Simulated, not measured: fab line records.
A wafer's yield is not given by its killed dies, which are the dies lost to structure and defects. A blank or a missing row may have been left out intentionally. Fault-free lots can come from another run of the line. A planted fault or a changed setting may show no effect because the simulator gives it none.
2 desks looking at one fault | flow sky130 | only its own numbers are on each desk; what lay behind them is given at the end

== THE TOOL OWNER'S DESK: litho_track-02 ==
The tool's own readings at SKY_CAPM_COAT_07 (resist thk 1140 nm): means of the sampled wafers that have a number, for each lot that ran on this tool. Marked OUT: a lot whose mean sits more than 4 standard deviations from the usual mean, which makes it out of limits; the brackets give that distance.
Columns: A = chill_plate_temp_C at SKY_CAPM_COAT_07, usual 22.99 C; B = resist_line_temp_C at SKY_CAPM_COAT_07, usual 23.02 C; C = spin_speed_rpm at SKY_CAPM_COAT_07, usual 2999.8 rpm
lot  | first seen here | A     | B     | C
L192 | day 38 05:38    | 22.90 | 22.97 | 3000.6
L196 | day 39 04:41    | 23.07 | 23.24 | 2997.7
L197 | day 39 07:50    | 22.92 | 22.94 | 3000.1
L203 | day 41 13:54    | 23.02 | 23.10 | 3214.4 (+99 or more) OUT
L205 | day 41 18:08    | 23.06 | 23.01 | 3217.9 (+99 or more) OUT
This desk's verdict: out of limits on L203, L205, starting with L203 at day 41 13:54 (spin_speed_rpm at SKY_CAPM_COAT_07). Within limits: L192, L196, L197.

== METROLOGY DESK ==
What the gauges read for every lot (on any tool): the sampled wafers with a number, averaged. Marked OUT: a lot whose mean sits more than 4 standard deviations from the usual mean, which makes it out of limits; the brackets give that distance.
Columns: A = VIA2_BOW at SKY_VIA2_BOW_MEAS_03, usual 86 um
lot  | first seen here | A
L191 | day 35 20:46    | 95
L192 | day 36 13:14    | 97
L194 | day 36 21:14    | 87
L195 | day 37 02:37    | 89
L196 | day 37 13:53    | 83
L197 | day 37 16:41    | 86
L203 | day 39 23:35    | 84
L205 | day 40 04:01    | 73
L206 | day 40 15:52    | 90
L209 | day 41 10:16    | 88
L212 | day 42 07:58    | 90
Result from this desk: across the 11 lots, nothing is out of limits.

== BROUGHT TOGETHER ==
At day 41 13:54, on L203, L205, the tool owner's desk was in a position to raise an alarm.
Metrology desk: nothing out of limits seen.
The metrology desk has L203, L205 on record, within its limits.
All the named lots went through SKY_CAPM_COAT_07 on litho_track-02.

== WHAT THE SIMULATOR HAD INSERTED ==
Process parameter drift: litho_track-02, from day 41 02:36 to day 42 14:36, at SKY_CAPM_COAT_07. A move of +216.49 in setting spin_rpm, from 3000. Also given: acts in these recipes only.
Shown lots that were struck: L203, L205.
Delay in hours, fault start to first out-of-limits reading, by desk: the tool owner's desk at 11.
